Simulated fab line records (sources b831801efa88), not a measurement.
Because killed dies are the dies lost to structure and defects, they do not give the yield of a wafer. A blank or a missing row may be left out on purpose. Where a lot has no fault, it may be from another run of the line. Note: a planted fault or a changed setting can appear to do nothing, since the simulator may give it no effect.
Problem report in the 8D (eight disciplines) form, filled by code -- flow sfq_line -- the parts of the form that need people (team, actions taken, sign-off) are left out

== 1. WHAT IS WRONG ==
oes_product_au at SFQ_TRILAYER_M7_BARC_OPEN_METAL_ETCH_229 reads a mean of 0.735 a.u. on 1 wafer of 1 lot; wafers without a fault read 0.685 a.u. with a standard deviation of 0.0047. Relative to the usual mean, that is a shift of +11 standard deviations.
The step: etches BARC in O2, target depth 125 nm, time 41.7 s.
First seen on wafer L706.6, day 71 04:26, on rie_metal-03. At this step, 39 wafers from 13 lots have a number in the record. Rule for "out" (also "out of limits"): further than 4 standard deviations from the usual mean. Any other wafer with a number is counted as sound.

== 2. WHAT IT IS, WHAT IT ISN'T ==
question,is,is not
which readings at this step,oes_product_au,"bias_w, drypump_motor_current_A"
which lots,L706,"L691, L692, L694, L695, L696, L698, L699, L705, L709, L710, L712, L713"
which wafers of those lots,L706.6,"L706.1, L706.3"
read on which tools,rie_metal-03,"rie_metal-02, rie_metal-04"
when,from day 71 04:26,"up to then (26 sound wafers); but 12 sound wafers of L709, L710, L712, L713 came after"

== 3. WHAT RULES OUT EACH SUSPECT ==
Counting: a tool at a process step up to the reading stays a suspect if it ran every lot that is out. Sound lots after the first of them don't rule it out here, since some wafers of a struck lot are sound.
- litho_track-01 at SFQ_TRILAYER_M7_LITHO_COAT_182 (resist thk 62 nm): kept. The lot that is out, L706, ran on it at day 67 00:03; the last sound lot it ran before that was L699, at day 65 18:54.
- rie_metal-03 at SFQ_TRILAYER_M7_BARC_OPEN_METAL_ETCH_229 (etches BARC in O2, target depth 125 nm, time 41.7 s): kept. The lot that is out, L706, ran on it at day 71 04:26; the last sound lot it ran before that was L694, at day 64 01:07. On those wafers its own readings are out: oes_product_au.
After counting, litho_track-01 at SFQ_TRILAYER_M7_LITHO_COAT_182 and rie_metal-03 at SFQ_TRILAYER_M7_BARC_OPEN_METAL_ETCH_229 remain.

== 4. THE CAUSE (what the simulator had put in) ==
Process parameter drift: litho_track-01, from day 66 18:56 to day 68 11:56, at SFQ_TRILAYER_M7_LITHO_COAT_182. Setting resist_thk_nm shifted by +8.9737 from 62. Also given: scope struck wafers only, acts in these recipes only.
This tool is one of the 2 suspects left after counting.

== 5. THE CHAIN OF EFFECTS, in route order ==
One row per reading whose mean, taken over the struck wafers that have a number, lies over 3 standard deviations from the usual. Only readings whose record carries a usual standard deviation are examined. hours: median over the lots of the time between each lot's start at the first step of this table that gives one and its start at this step. sigmas: the change, counted in usual standard deviations.
hours,step,reading,usual,on struck wafers,change,sigmas
0,SFQ_TRILAYER_M7_BARC_OPEN_METAL_ETCH_229,oes_product_au,0.685 a.u.,0.735,+0.050,+11
It contains these process steps:
- SFQ_TRILAYER_M7_BARC_OPEN_METAL_ETCH_229: etches BARC in O2, target depth 125 nm, time 41.7 s.

== 6. HOW IT WOULD HAVE BEEN CAUGHT EARLIER ==
In this record no reading fell out of limits until day 71 04:26, 105 hours after the fault had begun at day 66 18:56.
Tool readings at SFQ_TRILAYER_M7_LITHO_COAT_182 with a usual standard deviation given in the record: none out on any struck wafer, hence no alarm at a limit of 4 standard deviations on them.
By day 71 04:26, every lot that is out (1) had started SFQ_TRILAYER_M7_LITHO_COAT_182 on litho_track-01. Tool hold at that time: it would have spared none of them.
